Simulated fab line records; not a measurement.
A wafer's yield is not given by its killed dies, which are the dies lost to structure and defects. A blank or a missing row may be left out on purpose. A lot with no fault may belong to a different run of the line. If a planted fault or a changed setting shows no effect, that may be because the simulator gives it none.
fab line records	flow gf180mcu	part 1 of 2: steps 1 to 29 of 40
[record] lots = 5	wafers = 15	last_day = 36
route steps=602 shown DUAL_GATE@141 POLY_GATE@157 HV_LDD@176
lots with no fault: from the same line, run without faults
start_h: the number of hours between the record's first day and the start of the first shown wafer of the lot	wait_h: time in hours since the lot's previous step	" same as the row above	L1.1+2: one row covering several wafers at once	- either no value or no given start	* or withheld: withheld	< > ~ a bound
route shown NAME@n: NAME is a module with steps in the file, n the number in the route of the first one	usual: mean/standard deviation taken from wafers without a fault	same: alike in all rows	chamber/n: place in a boat	sites: per-site readings	_std_site: standard deviation across them	_edge_site: outer sites' mean less inner sites'	radius_mm: how far each site lies from the wafer's centre	mask NAME#n: copy n	behind: the last tool/chamber to shape the wafer	hold: cause of the lot's hold/its duration in hours/its outcome	device: transistor that didn't switch, given as n, p or np	end of line: the same wafers' tests at the end of the route	a step given without rows: its recipe and nothing more	killed: at the first sort, the dies lost to defects and structure; wafer yield is something else	map: the dies of a wafer, with x for killed, . for not killed, _ for no die there
set.NAME: the setting that was run; set.NAME@STEP: the one run at that earlier step	model.NAME: the simulator's own value behind a step, which no gauge read
lots at some steps of the route; a table a step, a row a wafer
services: a tool's chamber out of use, with start hour (start_h, from the record's first day; less than 0 if before it), hours out, and reason
[[steps]]
[step GF_DUAL_GATE_CLEAN_00]
[recipe] chemistry = SC1/SC2	mix = 1:4:20	temp_c = 70	time_s = 150
lot.wafer	tool	chamber	start_h	wait_h
L076.2+3+5	wet_bench-03	1	191.52	0.0
L077.2+4+6	wet_bench-02	0	199.72	0.0
L086.2+3+4	wet_bench-03	0	261.33	0.0
L090.1+2+4	wet_bench-03	0	287.60	0.0
L097.1+2+6	wet_bench-03	0	334.72	0.0
[step GF_DUAL_GATE_CLEAN_01]
[recipe] chemistry = dHF	time_s = 20	dilution = 100:1	dry = ipa_marangoni
lot.wafer	tool	chamber	start_h	wait_h
L076.2+3+5	wet_bench-01	1	191.57	0.0
L077.2+4+6	wet_bench-02	1	199.78	0.0
L086.2+3+4	wet_bench-01	1	261.38	0.0
L090.1+2+4	wet_bench-02	0	287.65	0.0
L097.1+2+6	wet_bench-02	2	334.77	0.0
[step GF_DUAL_GATE_OXIDATION_02]
[recipe] temp_c = 900	ambient = O2	stabilise_s = 600	purge_s = 300	target_thk_a = 108.87	ox_time_s = 1602
[usual] spike_tc_bottom_C = 913.7/1.3
lot.wafer	tool	chamber	start_h	wait_h	spike_tc_bottom_C
L076.2	furnace-02	0	191.73	0.1	915.5
L076.3	"	0	"	"	914.9
L076.5	"	0	"	"	914.3
L077.2	furnace-02	0	199.79	0.0	915.4
L077.4	"	0	"	"	914.2
L077.6	"	0	"	"	915.0
L086.2	furnace-01	0	261.51	0.1	911.9
L086.3	"	0	"	"	912.5
L086.4	"	0	"	"	912.9
L090.1	furnace-02	0	287.88	0.2	914.6
L090.2	"	0	"	"	915.4
L090.4	"	0	"	"	916.7
L097.1	furnace-02	0	334.78	0.0	914.3
L097.2	"	0	"	"	916.3
L097.6	"	0	"	"	913.9
[step GF_DUAL_GATE_THK_MEAS_03]
[recipe] reads = SiO2_of_DUAL_GATE_OXIDATION_02
[usual] DUAL_GATE_OXIDATION_00_THK = 10.89/0.17
lot.wafer	tool	chamber	start_h	wait_h	DUAL_GATE_OXIDATION_00_THK[nm]
L076.2	film_metro-03	-	193.18	0.0	11.10
L076.3	"	-	"	"	11.09
L076.5	"	-	"	"	10.91
L077.2	film_metro-02	-	201.25	0.0	11.08
L077.4	"	-	"	"	11.03
L077.6	"	-	"	"	10.96
L086.2	film_metro-02	-	262.97	0.0	11.16
L086.3	"	-	"	"	11.02
L086.4	"	-	"	"	11.06
L090.1	film_metro-02	-	289.33	0.0	10.61
L090.2	"	-	"	"	10.61
L090.4	"	-	"	"	10.79
L097.1	film_metro-02	-	336.22	0.0	11.05
L097.2	"	-	"	"	10.92
L097.6	"	-	"	"	11.12
[step GF_DUAL_GATE_DEHYDRATE_04]
[recipe] temp_c = 200	time_s = 60
[usual] heater_power_total_W = 160.37/0.13
lot.wafer	tool	chamber	start_h	wait_h	heater_power_total_W
L076.2	litho_track-01	0	202.22	9.0	160.51
L076.3	"	0	"	"	160.23
L076.5	"	0	"	"	160.29
L077.2	litho_track-03	0	210.80	9.5	160.52
L077.4	"	0	"	"	160.41
L077.6	"	0	"	"	160.17
L086.2	litho_track-04	0	273.19	10.2	160.18
L086.3	"	0	"	"	160.59
L086.4	"	0	"	"	160.41
L090.1	litho_track-03	0	299.42	10.1	160.27
L090.2	"	0	"	"	160.48
L090.4	"	0	"	"	160.31
L097.1	litho_track-01	0	347.34	11.1	160.36
L097.2	"	0	"	"	160.21
L097.6	"	0	"	"	160.34
[step GF_DUAL_GATE_HMDS_05]
[recipe] prime_time_s = 60	prime_temp_c = 120
lot.wafer	tool	chamber	start_h	wait_h
L076.2+3+5	litho_track-01	0	202.37	0.1
L077.2+4+6	litho_track-03	0	210.95	0.1
L086.2+3+4	litho_track-04	0	273.34	0.1
L090.1+2+4	litho_track-03	0	299.57	0.1
L097.1+2+6	litho_track-01	0	347.49	0.1
[step GF_DUAL_GATE_COAT_06]
[recipe] resist = NOVOLAK	spin_rpm = 3000	resist_thk_nm = 1000
[usual] dispense_pressure_kPa = 50.3/1.5
lot.wafer	tool	chamber	start_h	wait_h	dispense_pressure_kPa
L076.2	litho_track-01	0	202.52	0.1	51.5
L076.3	"	0	"	"	51.5
L076.5	"	0	"	"	51.6
L077.2	litho_track-03	0	211.10	0.1	51.2
L077.4	"	0	"	"	51.2
L077.6	"	0	"	"	51.2
L086.2	litho_track-04	0	273.49	0.1	48.3
L086.3	"	0	"	"	48.3
L086.4	"	0	"	"	48.3
L090.1	litho_track-03	0	299.72	0.1	51.1
L090.2	"	0	"	"	51.2
L090.4	"	0	"	"	51.2
L097.1	litho_track-01	0	347.64	0.1	51.5
L097.2	"	0	"	"	51.5
L097.6	"	0	"	"	51.5
[step GF_DUAL_GATE_SOFTBAKE_07]
[recipe] temp_c = 90	time_s = 60	resist = NOVOLAK
[usual] heater_power_total_W = 56.59/0.048
lot.wafer	tool	chamber	start_h	wait_h	heater_power_total_W
L076.2	litho_track-01	0	202.67	0.1	56.58
L076.3	"	0	"	"	56.56
L076.5	"	0	"	"	56.62
L077.2	litho_track-03	0	211.25	0.1	56.66
L077.4	"	0	"	"	56.51
L077.6	"	0	"	"	56.59
L086.2	litho_track-04	0	273.64	0.1	56.56
L086.3	"	0	"	"	56.59
L086.4	"	0	"	"	56.56
L090.1	litho_track-03	0	299.87	0.1	56.53
L090.2	"	0	"	"	56.64
L090.4	"	0	"	"	56.63
L097.1	litho_track-01	0	347.79	0.1	56.58
L097.2	"	0	"	"	56.65
L097.6	"	0	"	"	56.61
[step GF_DUAL_GATE_EXPOSE_08]
[recipe] mask_id = Dualgate	target_cd_nm = 700	na = 0.6	source_shape = conventional	sigma_outer = 0.6	dose_mj = 140
lot.wafer	tool	chamber	start_h	wait_h	mask
L076.2+3+5	iline_stepper-01	0	-	-	Dualgate#0
L077.2+4+6	iline_stepper-01	0	-	-	Dualgate#0
L086.2+3+4	iline_stepper-01	0	-	-	Dualgate#0
L090.1+2+4	iline_stepper-02	0	-	-	Dualgate#0
L097.1+2+6	iline_stepper-02	0	-	-	Dualgate#0
[step GF_DUAL_GATE_PEB_09]
[recipe] temp_c = withheld	time_s = *	resist = NOVOLAK
lot.wafer	tool	chamber	start_h	wait_h
L076.2+3+5	litho_track-03	0	-	-
L077.2+4+6	litho_track-04	0	-	-
L086.2+3+4	litho_track-01	0	-	-
L090.1+2+4	litho_track-03	0	-	-
L097.1+2+6	litho_track-01	0	-	-
[step GF_DUAL_GATE_DEVELOP_10]
[recipe] develop_time_s = 60	dev_temp_c = 23
lot.wafer	tool	chamber	start_h	wait_h
L076.2+3+5	litho_track-03	0	212.50	0.1
L077.2+4+6	litho_track-04	0	220.34	0.1
L086.2+3+4	litho_track-01	0	284.27	0.1
L090.1+2+4	litho_track-03	0	310.07	0.1
L097.1+2+6	litho_track-01	0	358.29	0.1
[step GF_DUAL_GATE_OVL_MEAS_11]
[usual] DUAL_GATE_OVL = 0.1/1.2
lot.wafer	tool	chamber	start_h	wait_h	DUAL_GATE_OVL[nm]
L076.2	overlay-01	-	212.63	0.1	0.6
L076.3	"	-	"	"	0.3
L076.5	"	-	"	"	1.1
L077.2	overlay-02	-	220.47	0.1	1.3
L077.4	"	-	"	"	-0.1
L077.6	"	-	"	"	0.9
L086.2	overlay-02	-	284.40	0.1	-0.8
L086.3	"	-	"	"	-1.4
L086.4	"	-	"	"	-1.1
L090.1	overlay-02	-	310.22	0.1	0.4
L090.2	"	-	"	"	-0.6
L090.4	"	-	"	"	0.1
L097.1	overlay-02	-	358.44	0.1	1.1
L097.2	"	-	"	"	2.1
L097.6	"	-	"	"	2.1
[step GF_DUAL_GATE_WET_ETCH_12]
[recipe] chemistry = dHF	target_depth_nm = 13	dry = n2_spin	target = SiO2	temp_c = 25	dilution = 100:1	time_s = 260
lot.wafer	tool	chamber	start_h	wait_h
L076.2+3+5	wet_bench-01	2	212.66	0.0
L077.2+4+6	wet_bench-03	2	220.50	0.0
L086.2+3+4	wet_bench-02	3	284.43	0.0
L090.1+2+4	wet_bench-03	0	310.25	0.0
L097.1+2+6	wet_bench-02	3	358.48	0.0
[step GF_DUAL_GATE_STRIP_13]
[recipe] chemistry = O2/N2	power_w = 1400	pressure_mtorr = 1500	platen_temp_c = 250	o2_flow_sccm = 3000	n2_flow_sccm = 300	overash_fraction = 0.5
[usual] drypump_motor_current_A = 5.8/0.54	heater_power_w = 313/32	oes_product_au = 0.716/0.0047	strip_time_to_endpoint_s = 12.62/0.036
lot.wafer	tool	chamber	start_h	wait_h	drypump_motor_current_A	heater_power_w	oes_product_au	rf_hours_counter_h	strip_time_to_endpoint_s
L076.2	plasma_asher-01	1	212.75	0.0	5.7	280	0.710	10	12.68
L076.3	"	1	"	"	5.7	282	0.707	-	12.69
L076.5	"	0	"	"	4.9	325	0.714	-	12.64
L077.2	plasma_asher-03	1	220.58	0.0	6.5	302	0.703	58	12.61
L077.4	"	0	"	"	5.8	315	0.717	-	12.65
L077.6	"	0	"	"	5.8	316	0.719	-	12.61
L086.2	plasma_asher-03	1	284.52	0.0	6.6	285	0.709	65	12.64
L086.3	"	0	"	"	5.8	308	0.714	-	12.62
L086.4	"	1	"	"	6.6	287	0.713	-	12.62
L090.1	plasma_asher-01	0	310.42	0.0	4.9	330	0.715	19	12.60
L090.2	"	1	"	"	5.7	287	0.716	19	12.63
L090.4	"	1	"	"	5.7	282	0.721	-	12.59
L097.1	plasma_asher-01	1	358.57	0.0	5.7	281	0.717	24	12.64
L097.2	"	0	"	"	4.9	329	0.717	24	12.62
L097.6	"	0	"	"	4.9	326	0.715	-	12.62
[step GF_DUAL_GATE_CLEAN_14]
[recipe] chemistry = SC1/SC2	mix = 1:4:20	temp_c = 70	time_s = 150	dry = n2_spin
lot.wafer	tool	chamber	start_h	wait_h
L076.2+3+5	wet_bench-03	0	212.85	0.1
L077.2+4+6	wet_bench-03	2	220.68	0.1
L086.2+3+4	wet_bench-02	3	284.62	0.1
L090.1+2+4	wet_bench-02	0	310.52	0.1
L097.1+2+6	wet_bench-01	0	358.67	0.1
[step GF_DUAL_GATE_OXIDATION_15]
[recipe] temp_c = 850	ambient = O2	stabilise_s = 600	purge_s = 300	target_thk_a = 70.98	ox_time_s = 1995
[usual] spike_tc_bottom_C = 864.4/1.4
lot.wafer	tool	chamber	start_h	wait_h	spike_tc_bottom_C
L076.2	furnace-02	0	213.98	1.1	864.3
L076.3	"	0	"	"	865.3
L076.5	"	0	"	"	864.9
L077.2	furnace-02	0	221.51	0.8	864.7
L077.4	"	0	"	"	866.3
L077.6	"	0	"	"	866.2
L086.2	furnace-02	0	284.93	0.3	863.4
L086.3	"	0	"	"	864.8
L086.4	"	0	"	"	865.2
L090.1	furnace-01	0	310.57	0.0	862.3
L090.2	"	0	"	"	864.0
L090.4	"	0	"	"	861.6
L097.1	furnace-02	0	358.73	0.0	867.0
L097.2	"	0	"	"	864.5
L097.6	"	0	"	"	864.2
[step GF_POLY_GATE_CVD_00]
[recipe] material = poly-Si	target_thk_nm = 200	temp_c = 620	time_s = 1200	pressure_mtorr = 200
[usual] spike_tc_bottom_C = 640.6/2.9
lot.wafer	tool	chamber	start_h	wait_h	spike_tc_bottom_C
L076.2	lpcvd-02	0	215.53	0.0	641.2
L076.3	"	0	"	"	642.0
L076.5	"	0	"	"	641.1
L077.2	lpcvd-01	0	223.07	0.0	637.0
L077.4	"	0	"	"	638.6
L077.6	"	0	"	"	637.4
L086.2	lpcvd-02	0	286.49	0.0	640.4
L086.3	"	0	"	"	641.8
L086.4	"	0	"	"	640.8
L090.1	lpcvd-01	1	312.12	0.0	640.4
L090.2	"	1	"	"	640.4
L090.4	"	1	"	"	638.2
L097.1	lpcvd-02	1	360.28	0.0	641.6
L097.2	"	1	"	"	643.6
L097.6	"	1	"	"	644.8
[step GF_POLY_GATE_THK_MEAS_01]
[recipe] reads = poly-Si_of_POLY_GATE_CVD_00
[usual] POLY_GATE_CVD_00_THK = 199.6/2
lot.wafer	tool	chamber	start_h	wait_h	POLY_GATE_CVD_00_THK[nm]
L076.2	film_metro-01	-	216.88	0.0	199.7
L076.3	"	-	"	"	199.4
L076.5	"	-	"	"	199.1
L077.2	film_metro-04	-	224.41	0.0	202.1
L077.4	"	-	"	"	203.0
L077.6	"	-	"	"	201.8
L086.2	film_metro-04	-	287.83	0.0	201.3
L086.3	"	-	"	"	202.3
L086.4	"	-	"	"	203.1
L090.1	film_metro-02	-	313.45	0.0	197.3
L090.2	"	-	"	"	196.9
L090.4	"	-	"	"	196.2
L097.1	film_metro-02	-	361.61	0.0	201.3
L097.2	"	-	"	"	201.7
L097.6	"	-	"	"	201.9
[step GF_POLY_GATE_DEHYDRATE_02]
[recipe] temp_c = 200	time_s = 60
[usual] heater_power_total_W = 160.37/0.13
lot.wafer	tool	chamber	start_h	wait_h	heater_power_total_W
L076.2	litho_track-02	0	226.50	9.6	160.34
L076.3	"	0	"	"	160.36
L076.5	"	0	"	"	160.25
L077.2	litho_track-02	0	234.20	9.8	160.62
L077.4	"	0	"	"	160.46
L077.6	"	0	"	"	160.20
L086.2	litho_track-01	0	297.72	9.9	160.56
L086.3	"	0	"	"	160.23
L086.4	"	0	"	"	160.26
L090.1	litho_track-02	0	323.52	10.1	160.30
L090.2	"	0	"	"	160.43
L090.4	"	0	"	"	160.31
L097.1	litho_track-03	0	372.47	10.8	160.38
L097.2	"	0	"	"	160.19
L097.6	"	0	"	"	160.45
[step GF_POLY_GATE_HMDS_03]
[recipe] prime_time_s = 60	prime_temp_c = 120
lot.wafer	tool	chamber	start_h	wait_h
L076.2+3+5	litho_track-02	0	226.65	0.1
L077.2+4+6	litho_track-02	0	234.35	0.1
L086.2+3+4	litho_track-01	0	297.87	0.1
L090.1+2+4	litho_track-02	0	323.67	0.1
L097.1+2+6	litho_track-03	0	372.62	0.1
[step GF_POLY_GATE_COAT_04]
[recipe] resist = BARC	temp_c = withheld	time_s = withheld	spin_rpm = withheld	resist_thk_nm = withheld
[usual] dispense_pressure_kPa = 51.18/0.26
lot.wafer	tool	chamber	start_h	wait_h	dispense_pressure_kPa
L076.2	litho_track-02	0	226.80	0.1	50.87
L076.3	"	0	"	"	50.88
L076.5	"	0	"	"	50.87
L077.2	litho_track-02	0	234.50	0.1	50.87
L077.4	"	0	"	"	50.84
L077.6	"	0	"	"	50.88
L086.2	litho_track-01	0	298.02	0.1	51.48
L086.3	"	0	"	"	51.51
L086.4	"	0	"	"	51.48
L090.1	litho_track-02	0	323.82	0.1	50.87
L090.2	"	0	"	"	50.86
L090.4	"	0	"	"	50.91
L097.1	litho_track-03	0	372.77	0.1	51.16
L097.2	"	0	"	"	51.16
L097.6	"	0	"	"	51.18
[step GF_POLY_GATE_COAT_05]
[recipe] resist = KrF	spin_rpm = withheld	resist_thk_nm = 700
[usual] dispense_pressure_kPa = 51.22/0.26
lot.wafer	tool	chamber	start_h	wait_h	dispense_pressure_kPa
L076.2	litho_track-02	0	-	-	50.92
L076.3	"	0	"	"	50.95
L076.5	"	0	"	"	50.94
L077.2	litho_track-02	0	-	-	50.96
L077.4	"	0	"	"	50.95
L077.6	"	0	"	"	50.97
L086.2	litho_track-01	0	-	-	51.42
L086.3	"	0	"	"	51.43
L086.4	"	0	"	"	51.45
L090.1	litho_track-02	0	-	-	50.84
L090.2	"	0	"	"	50.87
L090.4	"	0	"	"	50.91
L097.1	litho_track-03	0	-	-	51.14
L097.2	"	0	"	"	51.17
L097.6	"	0	"	"	51.11
[step GF_POLY_GATE_SOFTBAKE_06]
[recipe] temp_c = 130	time_s = 60	resist = KrF
[usual] heater_power_total_W = 93.05/0.06
lot.wafer	tool	chamber	start_h	wait_h	heater_power_total_W
L076.2	litho_track-02	0	-	-	93.10
L076.3	"	0	"	"	93.06
L076.5	"	0	"	"	93.12
L077.2	litho_track-02	0	-	-	93.09
L077.4	"	0	"	"	93.08
L077.6	"	0	"	"	93.13
L086.2	litho_track-01	0	-	-	93.15
L086.3	"	0	"	"	93.03
L086.4	"	0	"	"	93.06
L090.1	litho_track-02	0	-	-	93.13
L090.2	"	0	"	"	93.01
L090.4	"	0	"	"	93.06
L097.1	litho_track-03	0	-	-	93.02
L097.2	"	0	"	"	92.99
L097.6	"	0	"	"	93.05
[step GF_POLY_GATE_EXPOSE_07]
[recipe] mask_id = Poly2	target_cd_nm = 280	na = 0.68	source_shape = conventional	sigma_outer = 0.6	dose_mj = 28
lot.wafer	tool	chamber	start_h	wait_h	mask
L076.2+3+5	krf_scanner-01	0	-	-	Poly2#0
L077.2+4+6	krf_scanner-01	0	-	-	Poly2#0
L086.2+3+4	krf_scanner-01	0	-	-	Poly2#0
L090.1+2+4	krf_scanner-02	0	-	-	Poly2#0
L097.1+2+6	krf_scanner-02	0	-	-	Poly2#0
[step GF_POLY_GATE_PEB_08]
[recipe] peb_temp_c = 135.8	peb_time_s = 90	resist = KrF
[usual] heater_power_total_W = 86.36/0.082
lot.wafer	tool	chamber	start_h	wait_h	heater_power_total_W
L076.2	litho_track-01	0	-	-	86.39
L076.3	"	0	"	"	86.46
L076.5	"	0	"	"	86.43
L077.2	litho_track-02	0	-	-	86.45
L077.4	"	0	"	"	86.28
L077.6	"	0	"	"	86.37
L086.2	litho_track-02	0	-	-	86.35
L086.3	"	0	"	"	86.28
L086.4	"	0	"	"	86.36
L090.1	litho_track-02	0	-	-	86.37
L090.2	"	0	"	"	86.40
L090.4	"	0	"	"	86.48
L097.1	litho_track-02	0	-	-	86.31
L097.2	"	0	"	"	86.37
L097.6	"	0	"	"	86.43
[step GF_POLY_GATE_DEVELOP_09]
[recipe] develop_time_s = 60	resist = KrF	dev_temp_c = 21
lot.wafer	tool	chamber	start_h	wait_h
L076.2+3+5	litho_track-01	0	236.92	0.2
L077.2+4+6	litho_track-02	0	244.90	0.2
L086.2+3+4	litho_track-02	0	308.69	0.2
L090.1+2+4	litho_track-02	0	334.97	0.2
L097.1+2+6	litho_track-02	0	384.42	0.2
[step GF_POLY_GATE_CD_MEAS_10]
[recipe] target_cd_nm = 280
[usual] cd_nm = 279.7/1.4
lot.wafer	tool	chamber	start_h	wait_h	cd_nm
L076.2	cd_sem-01	-	237.06	0.1	277.9
L076.3	"	-	"	"	277.3
L076.5	"	-	"	"	277.7
L077.2	cd_sem-01	-	245.04	0.1	280.2
L077.4	"	-	"	"	280.5
L077.6	"	-	"	"	280.2
L086.2	cd_sem-02	-	308.84	0.1	279.7
L086.3	"	-	"	"	280.0
L086.4	"	-	"	"	279.0
L090.1	cd_sem-01	-	335.12	0.1	281.1
L090.2	"	-	"	"	281.0
L090.4	"	-	"	"	281.0
L097.1	cd_sem-01	-	384.57	0.1	280.3
L097.2	"	-	"	"	280.2
L097.6	"	-	"	"	281.7
[step GF_POLY_GATE_OVL_MEAS_11]
[usual] POLY_GATE_OVL = -3/5.9
lot.wafer	tool	chamber	start_h	wait_h	POLY_GATE_OVL[nm]
L076.2	overlay-01	-	237.17	0.1	-6
L076.3	"	-	"	"	-7
L076.5	"	-	"	"	-5
L077.2	overlay-02	-	245.15	0.1	-9
L077.4	"	-	"	"	-7
L077.6	"	-	"	"	-5
L086.2	overlay-02	-	308.95	0.1	-6
L086.3	"	-	"	"	-11
L086.4	"	-	"	"	-1
L090.1	overlay-02	-	335.24	0.1	1
L090.2	"	-	"	"	-4
L090.4	"	-	"	"	10
L097.1	overlay-02	-	384.69	0.1	-5
L097.2	"	-	"	"	-5
L097.6	"	-	"	"	-7
[step GF_POLY_GATE_ETCH_12]
[recipe] chemistry = N2/H2	target_depth_a = withheld	overetch_a = withheld	time_s = withheld	target = BARC	ion_energy_ev = 200	source_w = 500	bias_w = 100	pressure_mtorr = 30	n2_flow_sccm = 100	h2_flow_sccm = 200
[usual] drypump_motor_current_A = 5.7/0.39	oes_product_au = 0.735/0.0046	throttle_valve_pct = 13.215/0.0098
lot.wafer	tool	chamber	start_h	wait_h	drypump_motor_current_A	oes_product_au	throttle_valve_pct
L076.2	rie_diel-03	2	237.20	0.0	6.4	0.740	13.220
L076.3	"	1	"	"	5.9	0.738	13.224
L076.5	"	0	"	"	5.8	0.736	13.219
L077.2	rie_diel-04	0	245.18	0.0	5.0	0.734	13.220
L077.4	"	1	"	"	5.4	0.734	13.209
L077.6	"	1	"	"	5.4	0.733	13.207
L086.2	rie_diel-04	2	308.98	0.0	5.6	0.729	13.200
L086.3	"	3	"	"	5.8	0.734	13.216
L086.4	"	0	"	"	5.0	0.734	13.217
L090.1	rie_diel-03	1	335.28	0.0	5.9	0.736	13.201
L090.2	"	0	"	"	5.8	0.744	13.211
L090.4	"	3	"	"	5.6	0.735	13.200
L097.1	rie_diel-04	2	384.72	0.0	5.5	0.738	13.204
L097.2	"	0	"	"	5.0	0.741	13.200
L097.6	"	0	"	"	5.0	0.731	13.225
